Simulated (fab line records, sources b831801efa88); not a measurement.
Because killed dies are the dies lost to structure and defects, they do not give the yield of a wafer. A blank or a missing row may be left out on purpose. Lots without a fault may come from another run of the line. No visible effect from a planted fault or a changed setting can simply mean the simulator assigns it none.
8D (eight disciplines) problem report, filled in by code	flow gf180mcu	the parts of the form that need people (team, actions taken, sign-off) are left out

== 1. THE ISSUE ==
rotation-deg at GF_HV_LDD_IMPLANT_34 reads a mean of 210.537 degrees on 6 wafers of 2 lots; wafers without a fault read 89.999 degrees with a standard deviation of 0.024. That is +99 or more standard deviations from the usual mean.
The first sign was on wafer L632.1 at day 15 13:28, on implanter-01. At this step, 42 wafers from 14 lots have a number in the record. Rule for "out", or "out of limits": more than 4 standard deviations from the usual mean. All remaining wafers that have a number are taken as sound.

== 2. WHAT IT IS; WHAT IT IS NOT ==
question	is	is not
which readings at this step	rotation-deg	-
which lots	L632, L633	L621, L622, L624, L626, L628, L630, L637, L639, L640, L641, L642, L643
which wafers of those lots	all that have a number	-
read on which tools	implanter-01	implanter-02, implanter-04
when	from day 15 13:28	up to then (18 sound wafers); but 18 sound wafers of L637, L639, L640, L641, L642, L643 came after

== 3. SUSPECTS, AND WHAT RULES EACH OUT ==
Counting: any tool at a process step up to the reading is kept as a suspect provided that every lot that is out went through it and no sound lot did after the first of them.
- implanter-01 at GF_HV_LDD_IMPLANT_34: ruled out as a lasting fault. Sound lots L640, L642 ran on it after its first lot that is out, L632 (day 15 13:28).
Left after counting: nothing in the record.

== 4. THE CAUSE (what the simulator had put in) ==
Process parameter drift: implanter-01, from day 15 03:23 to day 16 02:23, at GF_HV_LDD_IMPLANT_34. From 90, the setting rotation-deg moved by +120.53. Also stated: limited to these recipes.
Counting ruled it out, wrongly.

== 5. THE CHAIN OF EFFECTS, in route order ==
Rows list readings where the struck wafers' mean (over those with a number) sits beyond 3 standard deviations from the usual. Scope: only readings with a usual standard deviation given in the record; hours: median across lots of the time from each lot's start at the first step in this table that gives one to its start at this step; sigmas: change in usual standard deviations.
hours	step	reading	usual	on struck wafers	change	sigmas
0	GF_HV_LDD_IMPLANT_34	rotation-deg	89.999 degrees	210.537	+120.538	+99 or more
Here are the process steps it includes:
- GF_HV_LDD_IMPLANT_34

== 6. WHAT WOULD HAVE CAUGHT IT SOONER ==
10 hours passed between the start of the fault at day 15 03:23 and the first reading out of limits in this record, taken at day 15 13:28.
